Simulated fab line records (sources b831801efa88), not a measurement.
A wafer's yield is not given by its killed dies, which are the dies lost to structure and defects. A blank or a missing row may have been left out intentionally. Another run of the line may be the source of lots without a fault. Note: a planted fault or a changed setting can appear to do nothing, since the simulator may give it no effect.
8D (eight disciplines) problem report, filled in by code | flow sky130 | the parts of the form that need people (team, actions taken, sign-off) are left out

## 1. WHAT IS WRONG
LDD_P_TW at SKY_LDD_P_TW_MEAS_11 reads a mean of 591.7 on 1 wafer of 1 lot; wafers without a fault read 636.3 with a standard deviation of 2.9. That puts it -15 standard deviations away from the usual mean.
Earliest sighting: wafer L135.1 on filmMetro-04 at day 25 04:43. At this step, 38 wafers from 13 lots have a number in the record. Rule for "out", or "out of limits": more than 4 standard deviations from the usual mean. The other wafers with a number count as sound.

## 2. WHAT IT IS; WHAT IT IS NOT
question                    | is                | is not
which readings at this step | LDD_P_TW          | -
which lots                  | L135              | L119, L120, L122, L124, L126, L128, L129, L130, L131, L139, L141, L142
which wafers of those lots  | L135.1            | L135.2
read on which gauges        | filmMetro-04      | filmMetro-01, filmMetro-03
when                        | from day 25 04:43 | up to then (28 sound wafers); but 9 sound wafers of L139, L141, L142 came after

## 3. WHAT RULES OUT EACH SUSPECT
Counting: a tool at a process step up to the reading stays a suspect if it ran every lot that is out. Sound lots after the first of them don't rule it out here, since some wafers of a struck lot are sound.
- the gauge at SKY_LDD_P_TW_MEAS_11: kept. All the wafers that are out were read on filmMetro-04, and no step on other tools shows them out.
- implanter-01 at SKY_LDD_P_IMPLANT_09: kept. The lot that is out, L135, ran on it at day 25 04:28; the last sound lot it ran before that was L130, at day 23 20:53.
The count leaves filmMetro-04 at SKY_LDD_P_TW_MEAS_11 and implanter-01 at SKY_LDD_P_IMPLANT_09.

## 4. THE CAUSE (what the simulator had put in)
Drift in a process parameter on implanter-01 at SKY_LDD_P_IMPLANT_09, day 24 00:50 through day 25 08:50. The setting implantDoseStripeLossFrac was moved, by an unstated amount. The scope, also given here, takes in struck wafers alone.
Counting left 2 suspects, and this tool is among them.

## 5. THE CHAIN OF EFFECTS, in route order
One row per reading whose mean, taken over the struck wafers that have a number, lies over 3 standard deviations from the usual. Only readings whose record carries a usual standard deviation are examined. hours: median over the lots of the time between each lot's start at the first step of this table that gives one and its start at this step. sigmas: the change, counted in usual standard deviations.
hours | step                 | reading  | usual | on struck wafers | change | sigmas
0     | SKY_LDD_P_TW_MEAS_11 | LDD_P_TW | 636.3 | 591.7            | -44.6  | -15
Later steps that measure or inspect, where all struck wafers having a row at the step show a number for every such reading and not one has moved that far: SKY_LDD_HVP_OVL_MEAS_07, SKY_LDD_HVP_TW_MEAS_10.

## 6. WHAT WOULD HAVE CAUGHT IT SOONER
In this record the first reading out of limits at a measuring or inspecting step was taken at day 25 04:43, 28 hours after the fault began at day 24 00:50.
Tool readings at SKY_LDD_P_IMPLANT_09 with a usual standard deviation given in the record: none out on any struck wafer, hence no alarm at a limit of 4 standard deviations on them.
The start of SKY_LDD_P_IMPLANT_09 on implanter-01 came by day 25 04:43 for every one of the lots that are out (1). None of them would have been spared by holding the tool at that moment.
